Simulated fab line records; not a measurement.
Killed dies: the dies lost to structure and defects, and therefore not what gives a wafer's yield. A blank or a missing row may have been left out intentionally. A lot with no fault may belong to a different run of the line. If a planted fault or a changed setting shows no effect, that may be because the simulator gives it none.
fab line records | flow sky130
record: lots: 6 wafers: 18 last-day: 50
route steps=708 shown NWELL@65 PAD_OPEN@708
lots that met no fault: from a run of the same line without faults
start-h: the number of hours between the record's first day and the start of the first shown wafer of the lot | wait-h: hours elapsed since this lot's preceding step | " repeats the value in the row above | L1.1+2: a row that stands for several wafers | - value missing, or start not given | * or withheld: withheld | < > ~ a bound
route shown NAME@n: NAME is a module with steps in the file, n the number in the route of the first one | usual: mean/standard deviation taken from wafers without a fault | same: alike in all rows | chamber/n: place in a boat | sites: each site's reading | _std_site: standard deviation of those values | _edge_site: outer sites' mean less inner sites' | radius-mm: how far each site lies from the wafer's centre | mask NAME#n: copy n | behind: the most recent tool/chamber to have shaped the wafer | hold: what put the lot on hold/how long, in hours/how the hold closed | device: names the non-switching transistor (n, p or np) | end of line: tests run on the same wafers once the route is complete | a step with no rows: only its recipe | killed: at the first sort, the dies lost to defects and structure; wafer yield is something else | map: a wafer's dies, marking killed ones x, the rest . and places with no die _
set.NAME: the setting as run; set.NAME@STEP: as run at that earlier step | model.NAME: the simulator's own value behind a step, which no gauge read
certain route steps with their lots: each step a table, each wafer a row
services: when a tool's chamber went out of use (start-h, in hours from the record's first day, below 0 if earlier), for how many hours, and the reason
== steps ==
step: SKY_NWELL_IMPLANT_12
recipe: species: P energy-kev: 120 dose-cm2: 1.3e+12 tilt-deg: withheld
step: SKY_NWELL_IMPLANT_13
recipe: species: P energy-kev: 50 dose-cm2: 7e+11 tilt-deg: withheld
step: SKY_NWELL_STRIP_14
recipe: chemistry: O2/N2 power-w: 1400 pressure-mtorr: 1500 platen-temp-c: withheld o2-flow-sccm: 3000 n2-flow-sccm: 300 overash-fraction: 0.5
usual: chamber-pressure-mTorr: 1500.0/1.5 drypump-motor-current-A: 5.7/0.45 oes-product-au: 0.723/0.0044 strip-time-to-endpoint-s: 36.93/0.12
columns lot.wafer tool chamber start-h wait-h chamber-pressure-mTorr drypump-motor-current-A oes-product-au rf-hours-counter-h strip-time-to-endpoint-s
L579.2 plasma-asher-04 1 138.67 0.1 1498.2 5.4 0.723 34 37.06
L579.3 " 1 " " 1500.2 5.4 0.716 - 37.00
L579.4 " 0 " " 1502.7 5.0 0.727 - 37.03
L581.4 plasma-asher-01 0 148.71 0.1 1500.3 5.8 0.725 - 36.77
L581.5 " 1 " " 1498.8 5.9 0.718 - 36.86
L581.6 " 0 " " 1501.7 5.7 0.722 - 36.94
L588.1 plasma-asher-04 1 191.56 0.1 1499.3 5.4 0.715 40 36.75
L588.2 " 0 " " 1498.6 5.0 0.722 40 36.89
L588.6 " 0 " " 1498.7 5.0 0.725 - 36.92
L587.1 plasma-asher-01 1 194.17 0.1 1498.1 5.9 0.720 8 36.96
L587.2 " 0 " " 1501.7 5.8 0.720 8 36.89
L587.3 " 1 " " 1499.1 5.9 0.731 - 36.98
L591.2 plasma-asher-04 0 208.81 0.1 1502.5 5.0 0.721 41 36.94
L591.3 " 1 " " 1499.2 5.5 0.724 - 36.89
L591.5 " 0 " " 1497.9 5.0 0.726 - 36.76
L593.2 plasma-asher-04 1 219.68 0.1 1499.4 5.4 0.724 42 36.62
L593.4 " 0 " " 1498.7 5.0 0.725 - 36.69
L593.6 " 0 " " 1502.3 5.0 0.710 - 36.70
step: SKY_NWELL_TW_MEAS_15
usual: NWELL_TW: 1806/19
columns lot.wafer tool chamber start-h wait-h NWELL_TW
L579.2 film-metro-03 - 138.78 0.1 1807
L579.3 " - " " 1808
L579.4 " - " " 1820
L581.4 film-metro-03 - 148.80 0.1 1800
L581.5 " - " " 1809
L581.6 " - " " 1804
L588.1 film-metro-02 - 191.66 0.1 1786
L588.2 " - " " 1799
L588.6 " - " " 1789
L587.1 film-metro-03 - 194.27 0.1 1820
L587.2 " - " " 1812
L587.3 " - " " 1813
L591.2 film-metro-04 - 208.92 0.1 1841
L591.3 " - " " 1826
L591.5 " - " " 1836
L593.2 film-metro-03 - 219.79 0.1 1813
L593.4 " - " " 1811
L593.6 " - " " 1800
step: SKY_NWELL_DEHYDRATE_16
recipe: temp-c: 200 time-s: 60
step: SKY_NWELL_HMDS_17
recipe: prime-time-s: 60 prime-temp-c: 120
step: SKY_NWELL_COAT_18
recipe: spin-rpm: 2000 resist-thk-nm: 3000
step: SKY_NWELL_SOFTBAKE_19
recipe: temp-c: 110 time-s: withheld
step: SKY_NWELL_EXPOSE_20
recipe: mask-id: NWM_COMPLEMENT na: 0.6 source-shape: conventional sigma-outer: 0.6 polarization: unpolarized target-cd-nm: 840 dose-mj: 260
step: SKY_NWELL_PEB_21
recipe: temp-c: 115 time-s: withheld
step: SKY_NWELL_DEVELOP_22
recipe: wall-angle-deg: 90 developer: TMAH develop-time-s: 60 dev-temp-c: 23
step: SKY_NWELL_OVL_MEAS_23
usual: NWELL_01_OVL: 0.7/1.3
columns lot.wafer tool chamber start-h wait-h NWELL_01_OVL[nm]
L579.2 overlay-02 - 158.13 - 0.0
L579.3 " - " " -0.3
L579.4 " - " " 1.5
L581.4 overlay-02 - 168.75 - 0.7
L581.5 " - " " -0.6
L581.6 " - " " -0.8
L588.1 overlay-01 - 212.57 - -1.2
L588.2 " - " " -1.4
L588.6 " - " " -1.4
L587.1 overlay-02 - 216.02 - -0.3
L587.2 " - " " -0.7
L587.3 " - " " -0.6
L591.2 overlay-02 - 231.08 - 3.4
L591.3 " - " " 2.4
L591.5 " - " " 3.3
L593.2 overlay-01 - 243.10 - 2.0
L593.4 " - " " 1.5
L593.6 " - " " 1.3
step: SKY_NWELL_IMPLANT_24
recipe: species: B energy-kev: 140 dose-cm2: 9.2e+12 tilt-deg: withheld
usual: dose-ions-cm2: 9.199e+12/1.1e+10
columns lot.wafer tool chamber start-h wait-h dose-ions-cm2
L579.2 implanter-04 0 158.26 0.1 9.205e+12
L579.3 " 0 " " 9.203e+12
L579.4 " 0 " " 9.202e+12
L581.4 implanter-02 0 168.85 0.1 9.182e+12
L581.5 " 0 " " 9.185e+12
L581.6 " 0 " " 9.196e+12
L588.1 implanter-02 0 212.61 0.0 9.181e+12
L588.2 " 0 " " 9.191e+12
L588.6 " 0 " " 9.195e+12
L587.1 implanter-04 0 216.06 0.0 9.023e+12
L587.2 " 0 " " 9.011e+12
L587.3 " 0 " " 9.003e+12
L591.2 implanter-04 0 231.13 0.0 9.014e+12
L591.3 " 0 " " 9.048e+12
L591.5 " 0 " " 9.025e+12
L593.2 implanter-01 0 243.15 0.0 9.196e+12
L593.4 " 0 " " 9.222e+12
L593.6 " 0 " " 9.214e+12
step: SKY_NWELL_STRIP_25
recipe: chemistry: O2/N2 power-w: 1400 pressure-mtorr: 1500 platen-temp-c: withheld o2-flow-sccm: 3000 n2-flow-sccm: 300 overash-fraction: 0.5
usual: chamber-pressure-mTorr: 1500.0/1.4 drypump-motor-current-A: 5.8/0.47 oes-product-au: 0.723/0.0042 strip-time-to-endpoint-s: 36.93/0.11
columns lot.wafer tool chamber start-h wait-h chamber-pressure-mTorr drypump-motor-current-A oes-product-au rf-hours-counter-h strip-time-to-endpoint-s
L579.2 plasma-asher-03 0 158.38 0.1 1499.0 6.1 0.725 45 36.92
L579.3 " 0 " " 1498.6 6.1 0.722 - 37.00
L579.4 " 1 " " 1499.5 6.4 0.728 - 36.97
L581.4 plasma-asher-03 1 168.96 0.1 1500.2 6.5 0.716 - 36.92
L581.5 " 0 " " 1499.9 6.1 0.722 - 37.07
L581.6 " 1 " " 1502.0 6.5 0.720 - 36.96
L588.1 plasma-asher-01 0 212.76 0.1 1498.1 5.7 0.721 10 36.87
L588.2 " 1 " " 1499.1 5.9 0.721 10 36.72
L588.6 " 1 " " 1498.2 5.9 0.728 - 36.79
L587.1 plasma-asher-01 1 216.21 0.1 1502.0 5.9 0.723 11 36.92
L587.2 " 0 " " 1498.7 5.8 0.722 11 36.71
L587.3 " 0 " " 1499.3 5.7 0.716 - 36.78
L591.2 plasma-asher-01 1 231.26 0.1 1502.5 5.9 0.724 12 37.01
L591.3 " 1 " " 1500.2 5.9 0.720 - 37.10
L591.5 " 0 " " 1499.3 5.8 0.715 - 37.08
L593.2 plasma-asher-03 0 243.28 0.1 1500.3 6.1 0.724 52 36.82
L593.4 " 0 " " 1501.1 6.1 0.724 - 36.91
L593.6 " 0 " " 1499.5 6.1 0.729 - 36.88
step: SKY_PAD_OPEN_PROBE_99
usual: killed_at_M0_to_M3: 43/7.3 killed_at_M4_up: 3.1/1.8 killed-at-contacts: 24/5.4 killed-at-front-end: 15/4.1 killed-at-other: 0.2/0.52 killed-dies: 86/10 killed-open: 47/7.3 killed-short: 39/6.4
same: gross-dies: 492 killed-at-back-side: 0
columns lot.wafer tool chamber start-h wait-h killed_at_M0_to_M3 killed_at_M4_up killed-at-contacts killed-at-front-end killed-at-other killed-dies killed-open killed-short model.etest.res-pwell-under-gate.rs-ohm-sq
L579.2 prober-02 - 1132.14 0.1 31 3 28 16 0 78 50 28 2320
L579.3 prober-02 - 1132.19 0.2 44 2 19 16 0 81 48 33 2321
L579.4 prober-02 - 1132.24 0.2 51 2 36 15 0 104 60 44 2305
L581.4 prober-02 - 1142.25 0.2 43 3 27 10 0 83 49 34 2297
L581.5 prober-02 - 1142.30 0.2 38 3 23 14 0 78 40 38 2301
L581.6 prober-02 - 1142.35 0.2 35 2 38 15 0 90 43 47 2305
L588.1 prober-02 - 1175.61 0.1 44 1 33 16 0 94 52 42 2260
L588.2 prober-02 - 1175.66 0.1 53 2 21 14 0 90 53 37 2269
L588.6 prober-02 - 1175.86 0.2 38 5 18 12 0 73 46 27 2248
L587.1 prober-01 - 1178.60 0.1 33 1 20 12 0 66 36 29 2323
L587.2 prober-01 - 1178.65 0.1 41 0 33 11 0 85 46 39 2332
L587.3 prober-01 - 1178.70 0.2 51 4 29 11 0 95 54 41 2316
L591.2 prober-02 - 1190.68 0.1 34 7 24 21 0 86 53 33 2308
L591.3 prober-02 - 1190.73 0.2 51 7 27 14 0 99 51 48 2312
L591.5 prober-02 - 1190.83 0.2 39 7 32 21 0 99 46 53 2299
L593.2 prober-02 - 1195.56 0.1 41 1 21 9 2 74 36 38 2292
L593.4 prober-02 - 1195.66 0.2 42 2 19 9 0 72 39 33 2292
L593.6 prober-02 - 1195.76 0.2 40 3 28 14 0 85 47 38 2281
killed by level:class
L579.2 CONTACT:geometric-particle:open=16 VIA1:geometric-particle:open=9 FIELD_ISO:geometric-particle:short=6 FIELD_ISO:geometric-particle:open=4 LI_CONTACT:geometric-particle:open=4 METAL1:geometric-particle:short=4 METAL1:geometric-particle:open=4 VIA2:geometric-particle:open=4
L579.3 VIA1:geometric-particle:open=9 CONTACT:geometric-particle:open=8 METAL2:geometric-particle:short=8 VIA2:geometric-particle:open=8 VIA3:geometric-particle:open=6 FIELD_ISO:geometric-particle:open=5 POLY_GATE:geometric-particle:open=5 LI_CONTACT:geometric-particle:open=5
L579.4 CONTACT:geometric-particle:open=12 VIA2:geometric-particle:open=11 VIA1:geometric-particle:open=11 LI_CONTACT:geometric-particle:open=9 CONTACT:geometric-particle:short=8 LOCAL_INTERCONNECT:geometric-particle:short=7 METAL1:geometric-particle:short=7 FIELD_ISO:geometric-particle:open=5
L581.4 VIA3:geometric-particle:open=10 CONTACT:geometric-particle:open=9 VIA2:geometric-particle:open=8 LI_CONTACT:geometric-particle:open=7 CONTACT:geometric-particle:short=6 VIA1:geometric-particle:open=5 METAL2:geometric-particle:short=5 VIA2:geometric-particle:short=5
L581.5 LI_CONTACT:geometric-particle:open=9 VIA1:geometric-particle:open=8 CONTACT:geometric-particle:open=6 VIA2:geometric-particle:open=6 FIELD_ISO:geometric-particle:short=5 METAL1:geometric-particle:short=5 VIA1:geometric-particle:short=5 LOCAL_INTERCONNECT:geometric-particle:short=4
L581.6 CONTACT:geometric-particle:open=13 METAL1:geometric-particle:short=9 CONTACT:geometric-particle:short=7 FIELD_ISO:geometric-particle:short=6 LOCAL_INTERCONNECT:geometric-particle:short=6 VIA2:geometric-particle:open=6 LI_CONTACT:geometric-particle:open=5 VIA1:geometric-particle:open=5
L588.1 CONTACT:geometric-particle:open=14 VIA3:geometric-particle:open=10 VIA1:geometric-particle:open=8 LI_CONTACT:geometric-particle:open=7 METAL2:geometric-particle:short=6 METAL1:geometric-particle:short=5 FIELD_ISO:geometric-particle:short=4 POLY_GATE:geometric-particle:open=4
L588.2 VIA1:geometric-particle:open=13 LI_CONTACT:geometric-particle:open=6 METAL1:geometric-particle:short=6 VIA1:geometric-particle:short=6 VIA2:geometric-particle:open=6 VIA3:geometric-particle:open=6 POLY_GATE:geometric-particle:open=5 CONTACT:geometric-particle:open=5
L588.6 VIA1:geometric-particle:open=12 CONTACT:geometric-particle:open=7 VIA3:geometric-particle:open=7 LOCAL_INTERCONNECT:geometric-particle:short=4 LI_CONTACT:geometric-particle:open=4 VIA2:geometric-particle:open=4 FIELD_ISO:geometric-particle:short=3 METAL1:geometric-particle:short=3
L587.1 VIA1:geometric-particle:open=9 LI_CONTACT:geometric-particle:open=7 VIA1:geometric-particle:short=6 METAL2:geometric-particle:short=5 CONTACT:geometric-particle:open=5 FIELD_ISO:geometric-particle:short=4 LOCAL_INTERCONNECT:geometric-particle:short=4 CONTACT:geometric-particle:short=3
L587.2 CONTACT:geometric-particle:open=11 VIA1:geometric-particle:open=8 VIA3:geometric-particle:open=7 LOCAL_INTERCONNECT:geometric-particle:short=6 CONTACT:geometric-particle:short=5 LI_CONTACT:geometric-particle:open=5 LI_CONTACT:geometric-particle:short=5 VIA2:geometric-particle:short=5
L587.3 VIA1:geometric-particle:open=16 CONTACT:geometric-particle:open=14 VIA1:geometric-particle:short=7 VIA2:geometric-particle:open=7 METAL3:geometric-particle:short=6 LOCAL_INTERCONNECT:geometric-particle:short=5 CONTACT:geometric-particle:short=5 METAL2:geometric-particle:short=5
L591.2 VIA1:geometric-particle:open=12 LI_CONTACT:geometric-particle:open=11 VIA3:geometric-particle:open=7 FIELD_ISO:geometric-particle:open=6 CONTACT:geometric-particle:open=6 METAL1:geometric-particle:short=6 FIELD_ISO:geometric-particle:short=3 METAL4:geometric-particle:short=3
L591.3 VIA1:geometric-particle:open=16 CONTACT:geometric-particle:open=10 METAL1:geometric-particle:short=8 POLY_GATE:geometric-particle:short=6 LI_CONTACT:geometric-particle:open=6 VIA3:geometric-particle:open=6 VIA1:geometric-particle:short=6 POLY_GATE:geometric-particle:open=5
L591.5 CONTACT:geometric-particle:open=13 CONTACT:geometric-particle:short=8 VIA1:geometric-particle:open=7 METAL4:geometric-particle:short=6 LOCAL_INTERCONNECT:geometric-particle:short=6 VIA3:geometric-particle:open=6 METAL2:geometric-particle:short=5 VIA1:geometric-particle:short=5
L593.2 LI_CONTACT:geometric-particle:open=9 CONTACT:geometric-particle:open=8 METAL1:geometric-particle:short=8 VIA1:geometric-particle:open=5 VIA1:geometric-particle:short=5 METAL3:geometric-particle:short=5 FIELD_ISO:geometric-particle:short=3 VIA3:geometric-particle:open=3
L593.4 VIA2:geometric-particle:open=10 VIA1:geometric-particle:open=9 CONTACT:geometric-particle:open=6 METAL2:geometric-particle:short=6 METAL3:geometric-particle:short=4 FIELD_ISO:geometric-particle:short=4 VIA2:geometric-particle:short=4 CONTACT:geometric-particle:short=4
L593.6 CONTACT:geometric-particle:open=12 VIA2:geometric-particle:open=10 LI_CONTACT:geometric-particle:open=7 VIA1:geometric-particle:open=7 CONTACT:geometric-particle:short=5 METAL2:geometric-particle:short=5 FIELD_ISO:geometric-particle:short=4 METAL1:geometric-particle:short=4
== services ==
columns tool chamber start-h hours kind
plasma-asher-01 0 117.75 - clean
plasma-asher-01 1 117.75 - clean
implanter-01 - 126.24 103.9 pm
plasma-asher-03 - 136.41 10.1 repair
implanter-02 - 149.04 1.9 repair
implanter-02 - 155.78 9.3 repair
implanter-04 - 184.97 1.8 pm
plasma-asher-04 - 193.66 5.1 repair
plasma-asher-03 - 214.73 5.4 repair
implanter-01 - 230.11 5.9 pm
implanter-04 - 241.23 9.9 repair
== key ==
first-sign: step: SKY_NWELL_IMPLANT_24 reading: dose-ions-cm2 direction: down sigmas: 17 usual: * struck: *
effect none on later readings
model-effect: step: SKY_PAD_OPEN_PROBE_99 value: etest.res-pwell-under-gate.rs-ohm-sq without: 2283 struck: 2315
met-at SKY_NWELL_IMPLANT_24
struck-wafers L587.1,L587.2,L587.3,L591.2,L591.3,L591.5
tester-left-out L587,L591
onset-between 158.26 216.06
fault: kind: process-parameter-drift tool: implanter-04 chamber: - onset-h: 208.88 steps: SKY_NWELL_IMPLANT_24 channel: dose-cm2 offset: * shape: step end-h: 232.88 acts-in: * stated: *
tester-left-out: of these lots the tester's yield and bins aren't shown, on N5 and GAA mostly nor the transistor test; their killed dies are dies lost to structure and defects alone, not to doping, threshold or leakage, so they don't give the yield
